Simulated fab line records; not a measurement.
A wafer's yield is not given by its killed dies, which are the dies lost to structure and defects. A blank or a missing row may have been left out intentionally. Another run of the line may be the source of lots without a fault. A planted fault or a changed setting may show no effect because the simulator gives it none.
The tool behind it: which one? || flow sky130 || 11 lots, 33 wafers sampled, at 5 steps of a route of 708

## WHAT THE GAUGES READ, wafer by wafer
SKY_PASSIVATION_THK_MEAS_03. Usual: PASSIVATION_CVD_02_THK typically reads 539 nm, with standard deviation 6.9.
{"lot": "L815", "measured": "day 43 18:06", "on": "filmMetro-02", "PASSIVATION_CVD_02_THK (nm)": "523 541 534", "flag": ""}
{"lot": "L817", "measured": "day 44 10:33", "on": "filmMetro-03", "PASSIVATION_CVD_02_THK (nm)": "535 537 545", "flag": ""}
{"lot": "L818", "measured": "day 44 11:54", "on": "filmMetro-03", "PASSIVATION_CVD_02_THK (nm)": "546 550 552", "flag": ""}
{"lot": "L819", "measured": "day 45 11:55", "on": "filmMetro-01", "PASSIVATION_CVD_02_THK (nm)": "545 539 546", "flag": ""}
{"lot": "L826", "measured": "day 47 04:17", "on": "filmMetro-03", "PASSIVATION_CVD_02_THK (nm)": "541 546 582", "flag": ""}
{"lot": "L831", "measured": "day 48 08:05", "on": "filmMetro-03", "PASSIVATION_CVD_02_THK (nm)": "532 543 543", "flag": ""}
{"lot": "L833", "measured": "day 48 12:41", "on": "filmMetro-01", "PASSIVATION_CVD_02_THK (nm)": "530 539 543", "flag": ""}
{"lot": "L834", "measured": "day 48 15:23", "on": "filmMetro-03", "PASSIVATION_CVD_02_THK (nm)": "534 536 534", "flag": ""}
{"lot": "L836", "measured": "day 48 21:47", "on": "filmMetro-01", "PASSIVATION_CVD_02_THK (nm)": "524 537 536", "flag": ""}
{"lot": "L837", "measured": "day 49 10:56", "on": "filmMetro-01", "PASSIVATION_CVD_02_THK (nm)": "532 531 541", "flag": ""}
{"lot": "L838", "measured": "day 49 14:16", "on": "filmMetro-02", "PASSIVATION_CVD_02_THK (nm)": "533 537 546", "flag": ""}

## TOOL THAT RAN EACH LOT (tool first, then ch and the chambers of the sampled wafers, then the start)
{"lot": "L815", "SKY_METAL5_SPUTTER_02": "pvdSputter-01, day 42 18:33", "SKY_METAL5_STRIP_16": "plasmaAsher-02 ch 0,1, day 43 17:02", "SKY_PASSIVATION_CVD_00": "pecvd-01 ch 0,1,2, day 43 17:40", "SKY_PASSIVATION_CVD_02": "pecvd-04 ch 0,2, day 43 17:45"}
{"lot": "L817", "SKY_METAL5_SPUTTER_02": "pvdSputter-02, day 43 10:34", "SKY_METAL5_STRIP_16": "plasmaAsher-02 ch 0,1, day 44 09:39", "SKY_PASSIVATION_CVD_00": "pecvd-03 ch 0,1,2, day 44 10:13", "SKY_PASSIVATION_CVD_02": "pecvd-01 ch 0,1,2, day 44 10:18"}
{"lot": "L818", "SKY_METAL5_SPUTTER_02": "pvdSputter-01, day 43 12:22", "SKY_METAL5_STRIP_16": "plasmaAsher-01 ch 0,1, day 44 10:59", "SKY_PASSIVATION_CVD_00": "pecvd-03 ch 0,1,2, day 44 11:34", "SKY_PASSIVATION_CVD_02": "pecvd-01 ch 0,1,2, day 44 11:46"}
{"lot": "L819", "SKY_METAL5_SPUTTER_02": "pvdSputter-04, day 44 13:19", "SKY_METAL5_STRIP_16": "plasmaAsher-02 ch 0,1, day 45 11:01", "SKY_PASSIVATION_CVD_00": "pecvd-04 ch 0,1,2, day 45 11:35", "SKY_PASSIVATION_CVD_02": "pecvd-03 ch 0,1,2, day 45 11:46"}
{"lot": "L826", "SKY_METAL5_SPUTTER_02": "pvdSputter-02, day 46 06:43", "SKY_METAL5_STRIP_16": "plasmaAsher-02 ch 0,1, day 47 03:22", "SKY_PASSIVATION_CVD_00": "pecvd-01 ch 0,2, day 47 03:58", "SKY_PASSIVATION_CVD_02": "pecvd-03 ch 0,2, day 47 04:03"}
{"lot": "L831", "SKY_METAL5_SPUTTER_02": "pvdSputter-01, day 47 11:01", "SKY_METAL5_STRIP_16": "plasmaAsher-01 ch 0,1, day 48 07:09", "SKY_PASSIVATION_CVD_00": "pecvd-01 ch 1,2, day 48 07:45", "SKY_PASSIVATION_CVD_02": "pecvd-04 ch 0,2, day 48 07:50"}
{"lot": "L833", "SKY_METAL5_SPUTTER_02": "pvdSputter-01, day 47 16:06", "SKY_METAL5_STRIP_16": "plasmaAsher-02 ch 0,1, day 48 11:44", "SKY_PASSIVATION_CVD_00": "pecvd-01 ch 0,1,2, day 48 12:23", "SKY_PASSIVATION_CVD_02": "pecvd-04 ch 0,1, day 48 12:28"}
{"lot": "L834", "SKY_METAL5_SPUTTER_02": "pvdSputter-02, day 47 18:48", "SKY_METAL5_STRIP_16": "plasmaAsher-04 ch 0, day 48 14:29", "SKY_PASSIVATION_CVD_00": "pecvd-01 ch 0,1,2, day 48 15:04", "SKY_PASSIVATION_CVD_02": "pecvd-04 ch 0,2, day 48 15:09"}
{"lot": "L836", "SKY_METAL5_SPUTTER_02": "pvdSputter-04, day 48 01:18", "SKY_METAL5_STRIP_16": "plasmaAsher-04 ch 0,1, day 48 20:52", "SKY_PASSIVATION_CVD_00": "pecvd-01 ch 0,1, day 48 21:28", "SKY_PASSIVATION_CVD_02": "pecvd-04 ch 0,1,2, day 48 21:32"}
{"lot": "L837", "SKY_METAL5_SPUTTER_02": "pvdSputter-02, day 48 15:59", "SKY_METAL5_STRIP_16": "plasmaAsher-04 ch 0,1, day 49 10:02", "SKY_PASSIVATION_CVD_00": "pecvd-04 ch 0,1, day 49 10:38", "SKY_PASSIVATION_CVD_02": "pecvd-01 ch 0,2, day 49 10:43"}
{"lot": "L838", "SKY_METAL5_SPUTTER_02": "pvdSputter-04, day 48 19:16", "SKY_METAL5_STRIP_16": "plasmaAsher-04 ch 0, day 49 13:22", "SKY_PASSIVATION_CVD_00": "pecvd-03 ch 0,2, day 49 13:58", "SKY_PASSIVATION_CVD_02": "pecvd-04 ch 1,2, day 49 14:02"}
- SKY_METAL5_SPUTTER_02: material AlCu, target thk 1150 nm, time 61.2 s.
- SKY_METAL5_STRIP_16: strips in O2/N2.
- SKY_PASSIVATION_CVD_00: deposits SiO2, target thk 90 nm.
- SKY_PASSIVATION_CVD_02: deposits Si3N4, target thk 540 nm.

## AS READ BY THE TOOLS THEMSELVES (means over the sampled wafers that have a number; for cases with no such wafer, the mark the record gives instead)
SKY_METAL5_SPUTTER_02. Usual: 29.9 % for throttleValvePct, sd 1.3.
{"lot": "L815", "tool": "pvdSputter-01", "throttleValvePct (%)": 30.8, "flag": ""}
{"lot": "L817", "tool": "pvdSputter-02", "throttleValvePct (%)": 29.5, "flag": ""}
{"lot": "L818", "tool": "pvdSputter-01", "throttleValvePct (%)": 30.9, "flag": ""}
{"lot": "L819", "tool": "pvdSputter-04", "throttleValvePct (%)": 30.1, "flag": ""}
{"lot": "L826", "tool": "pvdSputter-02", "throttleValvePct (%)": 28.7, "flag": ""}
{"lot": "L831", "tool": "pvdSputter-01", "throttleValvePct (%)": 31.8, "flag": ""}
{"lot": "L833", "tool": "pvdSputter-01", "throttleValvePct (%)": 30.3, "flag": ""}
{"lot": "L834", "tool": "pvdSputter-02", "throttleValvePct (%)": 29.5, "flag": ""}
{"lot": "L836", "tool": "pvdSputter-04", "throttleValvePct (%)": 29.8, "flag": ""}
{"lot": "L837", "tool": "pvdSputter-02", "throttleValvePct (%)": 28.7, "flag": ""}
{"lot": "L838", "tool": "pvdSputter-04", "throttleValvePct (%)": 31.0, "flag": ""}

SKY_METAL5_STRIP_16. Usual: drypumpMotorCurrentA 5.4 A, standard deviation 0.34; n2FlowSccm 299.9 sccm, standard deviation 0.9; oesProductAu 0.710 a.u., standard deviation 0.0043; stripTimeToEndpointS 13.05 s, standard deviation 0.16.
{"lot": "L815", "tool": "plasmaAsher-02", "drypumpMotorCurrentA (A)": 5.4, "n2FlowSccm (sccm)": 300.5, "oesProductAu (a.u.)": 0.711, "stripTimeToEndpointS (s)": 13.01, "flag": ""}
{"lot": "L817", "tool": "plasmaAsher-02", "drypumpMotorCurrentA (A)": 5.4, "n2FlowSccm (sccm)": 300.6, "oesProductAu (a.u.)": 0.710, "stripTimeToEndpointS (s)": 13.18, "flag": ""}
{"lot": "L818", "tool": "plasmaAsher-01", "drypumpMotorCurrentA (A)": 5.3, "n2FlowSccm (sccm)": 300.9, "oesProductAu (a.u.)": 0.711, "stripTimeToEndpointS (s)": 13.02, "flag": ""}
{"lot": "L819", "tool": "plasmaAsher-02", "drypumpMotorCurrentA (A)": 5.4, "n2FlowSccm (sccm)": 300.4, "oesProductAu (a.u.)": 0.710, "stripTimeToEndpointS (s)": 12.90, "flag": ""}
{"lot": "L826", "tool": "plasmaAsher-02", "drypumpMotorCurrentA (A)": 5.4, "n2FlowSccm (sccm)": 301.1, "oesProductAu (a.u.)": 0.709, "stripTimeToEndpointS (s)": 13.10, "flag": ""}
{"lot": "L831", "tool": "plasmaAsher-01", "drypumpMotorCurrentA (A)": 5.3, "n2FlowSccm (sccm)": 299.4, "oesProductAu (a.u.)": 0.709, "stripTimeToEndpointS (s)": 13.13, "flag": ""}
{"lot": "L833", "tool": "plasmaAsher-02", "drypumpMotorCurrentA (A)": 5.4, "n2FlowSccm (sccm)": 299.0, "oesProductAu (a.u.)": 0.710, "stripTimeToEndpointS (s)": 13.04, "flag": ""}
{"lot": "L834", "tool": "plasmaAsher-04", "drypumpMotorCurrentA (A)": 5.7, "n2FlowSccm (sccm)": 299.8, "oesProductAu (a.u.)": 0.711, "stripTimeToEndpointS (s)": 12.97, "flag": ""}
{"lot": "L836", "tool": "plasmaAsher-04", "drypumpMotorCurrentA (A)": 5.7, "n2FlowSccm (sccm)": 299.2, "oesProductAu (a.u.)": 0.711, "stripTimeToEndpointS (s)": 13.27, "flag": ""}
{"lot": "L837", "tool": "plasmaAsher-04", "drypumpMotorCurrentA (A)": 5.7, "n2FlowSccm (sccm)": 300.8, "oesProductAu (a.u.)": 0.713, "stripTimeToEndpointS (s)": 13.19, "flag": ""}
{"lot": "L838", "tool": "plasmaAsher-04", "drypumpMotorCurrentA (A)": 5.6, "n2FlowSccm (sccm)": 299.7, "oesProductAu (a.u.)": 0.718, "stripTimeToEndpointS (s)": 13.10, "flag": ""}

SKY_PASSIVATION_CVD_00. Usual: heaterPowerW 670 W, standard deviation 130; susceptorTempC 400.00 C, standard deviation 0.19.
{"lot": "L815", "tool": "pecvd-01", "heaterPowerW (W)": 705, "susceptorTempC (C)": 399.95, "flag": ""}
{"lot": "L817", "tool": "pecvd-03", "heaterPowerW (W)": 622, "susceptorTempC (C)": 400.00, "flag": ""}
{"lot": "L818", "tool": "pecvd-03", "heaterPowerW (W)": 648, "susceptorTempC (C)": 399.88, "flag": ""}
{"lot": "L819", "tool": "pecvd-04", "heaterPowerW (W)": 717, "susceptorTempC (C)": 400.01, "flag": ""}
{"lot": "L826", "tool": "pecvd-01", "heaterPowerW (W)": 709, "susceptorTempC (C)": 400.21, "flag": ""}
{"lot": "L831", "tool": "pecvd-01", "heaterPowerW (W)": 566, "susceptorTempC (C)": 400.00, "flag": ""}
{"lot": "L833", "tool": "pecvd-01", "heaterPowerW (W)": 662, "susceptorTempC (C)": 399.99, "flag": ""}
{"lot": "L834", "tool": "pecvd-01", "heaterPowerW (W)": 712, "susceptorTempC (C)": 399.98, "flag": ""}
{"lot": "L836", "tool": "pecvd-01", "heaterPowerW (W)": 642, "susceptorTempC (C)": 400.10, "flag": ""}
{"lot": "L837", "tool": "pecvd-04", "heaterPowerW (W)": 698, "susceptorTempC (C)": 399.73, "flag": ""}
{"lot": "L838", "tool": "pecvd-03", "heaterPowerW (W)": 576, "susceptorTempC (C)": 399.82, "flag": ""}

SKY_PASSIVATION_CVD_02. Usual: heaterPowerW 707 W, standard deviation 120; susceptorTempC 399.99 C, standard deviation 0.22.
{"lot": "L815", "tool": "pecvd-04", "heaterPowerW (W)": 624, "susceptorTempC (C)": 399.67, "flag": ""}
{"lot": "L817", "tool": "pecvd-01", "heaterPowerW (W)": 728, "susceptorTempC (C)": 400.19, "flag": ""}
{"lot": "L818", "tool": "pecvd-01", "heaterPowerW (W)": 759, "susceptorTempC (C)": 399.88, "flag": ""}
{"lot": "L819", "tool": "pecvd-03", "heaterPowerW (W)": 689, "susceptorTempC (C)": 400.02, "flag": ""}
{"lot": "L826", "tool": "pecvd-03", "heaterPowerW (W)": 654, "susceptorTempC (C)": 400.06, "flag": ""}
{"lot": "L831", "tool": "pecvd-04", "heaterPowerW (W)": 637, "susceptorTempC (C)": 400.00, "flag": ""}
{"lot": "L833", "tool": "pecvd-04", "heaterPowerW (W)": 787, "susceptorTempC (C)": 399.79, "flag": ""}
{"lot": "L834", "tool": "pecvd-04", "heaterPowerW (W)": 739, "susceptorTempC (C)": 399.82, "flag": ""}
{"lot": "L836", "tool": "pecvd-04", "heaterPowerW (W)": 765, "susceptorTempC (C)": 399.88, "flag": ""}
{"lot": "L837", "tool": "pecvd-01", "heaterPowerW (W)": 702, "susceptorTempC (C)": 399.92, "flag": ""}
{"lot": "L838", "tool": "pecvd-04", "heaterPowerW (W)": 644, "susceptorTempC (C)": 399.81, "flag": ""}

## THE ANSWER, worked out from the rows above alone
Rule: take the mean of a lot's wafers that have a number; if it is more than 3 standard deviations from the usual mean, the lot is off. Also off: a lot with no number at a reading for which 4 or more lots have one. Any other lot the step has rows for is counted as sound. Order of review: gauges by route order, followed by the tools' own readings, for which a lot's mean as printed above is used. At the first step where some lot is off, the reading lying furthest off is the one used; lots without a number count as furthest.
Nothing can be told from this: no lot is off at any reading shown.

## WHAT THE SIMULATOR HAD PUT IN
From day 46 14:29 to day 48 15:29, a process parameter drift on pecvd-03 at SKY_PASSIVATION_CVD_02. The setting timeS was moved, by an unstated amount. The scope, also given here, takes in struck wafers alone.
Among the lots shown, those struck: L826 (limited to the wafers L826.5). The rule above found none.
